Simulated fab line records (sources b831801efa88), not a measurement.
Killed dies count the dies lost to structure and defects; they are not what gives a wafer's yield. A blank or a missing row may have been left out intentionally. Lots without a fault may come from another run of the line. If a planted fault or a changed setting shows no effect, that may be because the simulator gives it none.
Chamber matching | flow sky130 | SKY_VIA2_CMP_02 on cmp-02 has 4 sister chambers
The step polishes SiO2. 16 wafers are shown with their chamber, then 8 later ones without.

WAFERS PAIRED WITH THEIR CHAMBERS
wafer  | chamber | motorCurrentA (A) | slurryFilterDpKPa (kPa) | headPressurePsi (psi)
L136.1 | 0       | 11.7              | 13.24                   | 3.993
L136.5 | 2       | 14.9              | 13.38                   | 3.999
L136.6 | 3       | 12.3              | 13.56                   | 3.996
L137.3 | 2       | 15.1              | 13.32                   | 4.004
L137.5 | 3       | 13.6              | 13.53                   | 4.010
L137.6 | 2       | 15.0              | 13.48                   | 3.989
L138.1 | 3       | 12.9              | 13.41                   | 4.008
L138.2 | 0       | 12.3              | 13.43                   | 4.004
L138.4 | 2       | 14.6              | 13.58                   | 4.001
L139.1 | 3       | 13.1              | 13.46                   | 4.007
L139.4 | 2       | 15.1              | 13.44                   | 4.011
L139.6 | 1       | 14.3              | 13.49                   | 4.003
L141.2 | 2       | 14.6              | 13.51                   | 4.012
L141.3 | 1       | 13.9              | 13.51                   | 3.992
L141.5 | 1       | 13.5              | 13.18                   | 4.006
L144.1 | 0       | 13.0              | 13.33                   | 4.000

SIGNATURES (means of the wafers above)
reading           | chamber 0 | chamber 1 | chamber 2 | chamber 3 | scatter within a chamber
motorCurrentA     | 12.333    | 13.900    | 14.883    | 12.975    | 0.438
slurryFilterDpKPa | 13.3333   | 13.3933   | 13.4517   | 13.4900   | 0.109
headPressurePsi   | 3.99900   | 4.00033   | 4.00267   | 4.00525   | 0.00736
Rule: a wafer lies at a distance from a chamber equal to the root of the sum of squares, over the readings, of (its reading less the chamber's mean, divided by the reading's scatter). If the next closest chamber is less than 2 further off than the closest, the wafer can't be placed; otherwise it belongs to the closest. The scatter: take each reading less its chamber's mean, square it, sum over the shown wafers, divide by the number of wafers less the number of chambers, and take the root.

WAFERS WITHOUT THEIR CHAMBER
wafer  | motorCurrentA (A) | slurryFilterDpKPa (kPa) | headPressurePsi (psi)
L144.4 | 14.2              | 13.36                   | 4.003
L144.5 | 12.4              | 13.34                   | 3.999
L153.2 | 12.7              | 13.53                   | 4.003
L153.4 | 13.6              | 13.66                   | 4.010
L153.6 | 14.8              | 13.28                   | 4.003
L157.3 | 14.7              | 13.59                   | 4.005
L157.5 | 12.4              | 13.38                   | 4.002
L157.6 | 14.9              | 13.43                   | 3.984

CHAMBER TAKEN BY EACH
wafer  | from the rows above          | in truth
L144.4 | can't be placed: 1 or 2      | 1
L144.5 | can't be placed: 0 or 3      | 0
L153.2 | can't be placed: 3 or 0      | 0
L153.4 | can't be placed: 3 or 1 or 2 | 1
L153.6 | can't be placed: 2 or 1      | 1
L157.3 | can't be placed: 2 or 1      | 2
L157.5 | can't be placed: 0 or 3      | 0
L157.6 | can't be placed: 2 or 1      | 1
Placed correctly: 0 of 8. From these rows, 8 cannot be placed; in 8 the true chamber is one of the candidates. Placed wrongly: 0.
